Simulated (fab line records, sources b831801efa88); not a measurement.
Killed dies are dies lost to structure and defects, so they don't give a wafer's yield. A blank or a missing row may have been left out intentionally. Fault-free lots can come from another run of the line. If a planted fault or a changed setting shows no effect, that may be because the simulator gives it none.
Which tool was responsible? | flow sky130 | 12 lots, 36 wafers sampled, at 6 steps of a route of 708

## WHAT THE GAUGES READ, wafer by wafer
SKY_FIELD_ISO_THK_MEAS_23.
lot  | measured    | on            | FIELD_ISO_OXIDATION_01_THK (nm)
L596 | day 2 06:10 | film_metro-03 | 9.81 9.74 9.95
L601 | day 3 11:45 | film_metro-04 | 9.57 9.67 9.54
L606 | day 4 11:32 | film_metro-03 | 9.45 9.61 9.45
L607 | day 4 15:54 | film_metro-04 | 9.43 9.63 9.56
L608 | day 4 20:24 | film_metro-03 | 9.80 9.75 9.65
L609 | day 5 02:54 | film_metro-04 | 9.99 10.04 9.96
L610 | day 5 08:17 | film_metro-04 | 10.15 10.08 10.11
L612 | day 5 18:30 | film_metro-03 | 10.35 10.31 10.54
L613 | day 6 06:38 | film_metro-03 | 9.76 9.83 9.83
L615 | day 6 09:42 | film_metro-01 | 9.89 9.83 9.90
L618 | day 7 04:35 | film_metro-03 | 9.66 9.48 9.56
L619 | day 7 07:28 | film_metro-01 | 10.18 9.98 10.21

SKY_PWDE_OVL_MEAS_07.
lot  | measured    | on         | PWDE_OVL (nm)
L596 | day 3 19:59 | overlay-02 | 1.1 -0.1 0.8
L601 | day 5 03:14 | overlay-02 | -0.3 -1.1 1.6
L606 | day 6 03:54 | overlay-02 | - - -
L607 | day 6 10:05 | overlay-02 | - - -
L608 | day 6 13:28 | overlay-01 | 2.9 2.4 3.4
L609 | day 6 19:09 | overlay-01 | 0.5 0.3 0.9
L610 | day 7 00:57 | overlay-02 | 2.1 -0.9 0.8
L612 | day 7 17:32 | overlay-02 | 1.3 -1.5 3.6
L613 | day 8 05:15 | overlay-01 | -0.1 -0.6 -1.4
L615 | day 8 08:47 | overlay-02 | 0.8 1.0 1.4
L618 | day 9 03:12 | overlay-02 | 1.7 2.2 1.8
L619 | day 9 08:52 | overlay-01 | 0.9 0.7 1.5

SKY_NWELL_OVL_MEAS_10.
lot  | measured     | on         | NWELL_00_OVL (nm)
L596 | day 4 12:47  | overlay-02 | 1.3 -0.2 1.9
L601 | day 5 21:35  | overlay-02 | -0.3 0.3 -0.1
L606 | day 6 22:48  | overlay-02 | 0.0 1.5 0.7
L607 | day 7 04:59  | overlay-02 | -0.1 0.5 -0.9
L608 | day 7 08:49  | overlay-01 | -1.2 -0.6 -1.0
L609 | day 7 15:30  | overlay-02 | 1.6 -1.1 -1.3
L610 | day 7 20:40  | overlay-01 | -1.1 1.4 2.9
L612 | day 8 14:27  | overlay-02 | -1.0 -1.1 -0.5
L613 | day 9 02:39  | overlay-02 | 0.9 -1.4 -0.2
L615 | day 9 06:12  | overlay-01 | 2.2 0.8 0.8
L618 | day 10 00:18 | overlay-02 | 2.9 0.9 0.3
L619 | day 10 06:46 | overlay-02 | 0.7 -0.7 -0.7

SKY_NWELL_TW_MEAS_26.
lot  | measured     | on            | NWELL_2_TW
L596 | day 5 06:23  | film_metro-02 | 496 495 493
L601 | day 6 16:22  | film_metro-01 | 491 494 492
L606 | day 7 19:25  | film_metro-01 | 545 545 544
L607 | day 8 01:52  | film_metro-02 | 547 547 547
L608 | day 8 06:12  | film_metro-04 | 497 497 500
L609 | day 8 12:28  | film_metro-02 | 491 492 492
L610 | day 8 18:07  | film_metro-01 | 489 492 490
L612 | day 9 11:50  | film_metro-01 | 489 490 489
L613 | day 10 00:46 | film_metro-01 | 488 489 488
L615 | day 10 03:53 | film_metro-02 | 498 494 496
L618 | day 10 23:16 | film_metro-02 | 497 497 499
L619 | day 11 05:30 | film_metro-02 | 497 498 497

## EACH LOT AND THE TOOL THAT RAN IT (in order: tool; ch and the chambers of the sampled wafers; start)
lot  | SKY_PWDE_COAT_02                 | SKY_NWELL_STRIP_25
L596 | litho_track-04 ch 0, day 3 11:51 | plasma_asher-03 ch 0,1, day 5 06:17
L601 | litho_track-01 ch 0, day 4 18:23 | plasma_asher-01 ch 0, day 6 16:16
L606 | litho_track-04, day 5 18:21      | plasma_asher-03 ch 0,1, day 7 19:19
L607 | litho_track-04, day 6 00:42      | plasma_asher-02 ch 0,1, day 8 01:46
L608 | litho_track-01 ch 0, day 6 03:41 | plasma_asher-01 ch 0,1, day 8 06:07
L609 | litho_track-02 ch 0, day 6 10:18 | plasma_asher-02 ch 0,1, day 8 12:22
L610 | litho_track-04 ch 0, day 6 15:36 | plasma_asher-01 ch 0,1, day 8 18:01
L612 | litho_track-04 ch 0, day 7 08:06 | plasma_asher-02 ch 0,1, day 9 11:44
L613 | litho_track-04 ch 0, day 7 18:12 | plasma_asher-03 ch 0,1, day 10 00:40
L615 | litho_track-04 ch 0, day 7 21:55 | plasma_asher-02 ch 0,1, day 10 03:46
L618 | litho_track-04 ch 0, day 8 15:54 | plasma_asher-01 ch 0,1, day 10 23:10
L619 | litho_track-04 ch 0, day 8 22:30 | plasma_asher-02 ch 0,1, day 11 05:25
- SKY_PWDE_COAT_02: resist thk 3000 nm.
- SKY_NWELL_STRIP_25: strips in O2/N2.

## AS READ BY THE TOOLS THEMSELVES (means over the sampled wafers that have a number; for cases with no such wafer, the mark the record gives instead)
SKY_PWDE_COAT_02.
lot  | tool           | chill_plate_temp_C (C) | dispense_pressure_kPa (kPa) | resist_line_temp_C (C)
L596 | litho_track-04 | 23.04                  | 52.4                        | 23.03
L601 | litho_track-01 | 22.92                  | 49.3                        | 23.03
L606 | litho_track-04 | -                      | -                           | -
L607 | litho_track-04 | -                      | -                           | -
L608 | litho_track-01 | 22.99                  | 49.3                        | 22.91
L609 | litho_track-02 | 22.97                  | 50.7                        | 22.83
L610 | litho_track-04 | 22.92                  | 52.3                        | 22.88
L612 | litho_track-04 | 23.11                  | 52.3                        | 23.01
L613 | litho_track-04 | 23.06                  | 52.3                        | 22.95
L615 | litho_track-04 | 22.85                  | 52.2                        | 22.94
L618 | litho_track-04 | 23.14                  | 52.2                        | 22.97
L619 | litho_track-04 | 23.09                  | 52.3                        | 23.00

SKY_NWELL_STRIP_25.
lot  | tool            | drypump_motor_current_A (A) | oes_product_au (a.u.) | strip_time_to_endpoint_s (s)
L596 | plasma_asher-03 | 6.3                         | 0.720                 | 36.82
L601 | plasma_asher-01 | 5.1                         | 0.722                 | 36.91
L606 | plasma_asher-03 | 6.2                         | 0.723                 | 36.94
L607 | plasma_asher-02 | 6.0                         | 0.720                 | 36.81
L608 | plasma_asher-01 | 5.8                         | 0.725                 | 36.80
L609 | plasma_asher-02 | 6.1                         | 0.720                 | 36.96
L610 | plasma_asher-01 | 5.4                         | 0.721                 | 36.87
L612 | plasma_asher-02 | 6.1                         | 0.722                 | 36.76
L613 | plasma_asher-03 | 6.4                         | 0.721                 | 36.81
L615 | plasma_asher-02 | 6.0                         | 0.729                 | 36.78
L618 | plasma_asher-01 | 5.7                         | 0.717                 | 36.71
L619 | plasma_asher-02 | 6.1                         | 0.726                 | 36.89

## THE ANSWER, worked out from the rows above alone
Rule: the lots themselves supply what counts as usual. The widest of any qualifying gaps counts: lots, ordered by their means at a reading, are off when they make up no more than a third of the lots, leave a main group of 4 or more, and stand apart from it by 3 or more times the standard deviation of that group's means. The tables above print the reading to a certain number of digits; a main group whose means all agree to those digits is not used. Also off: a lot with no number at a reading for which 4 or more lots have one. All remaining lots with rows at the step are treated as sound. First the gauges in route order, then the tools' own readings, where a lot's mean is used as printed above. At the first step where some lot is off, the reading lying furthest off is the one used; lots without a number count as furthest.
Off: at SKY_PWDE_OVL_MEAS_07 (PWDE_OVL), L606, L607. Without a number there: L606, L607. Main group: mean 0.9 nm, sd 0.93.
If a tool, at a process step before that reading, ran all the lots that are off and no sound lot after the first of them, it fits. Not tried: the gauges at SKY_PWDE_OVL_MEAS_07; whatever is off there is also off at SKY_NWELL_TW_MEAS_26, on other tools, and gauge error can't account for it. No candidate that was tried fits.

## WHAT WAS PUT IN BY THE SIMULATOR
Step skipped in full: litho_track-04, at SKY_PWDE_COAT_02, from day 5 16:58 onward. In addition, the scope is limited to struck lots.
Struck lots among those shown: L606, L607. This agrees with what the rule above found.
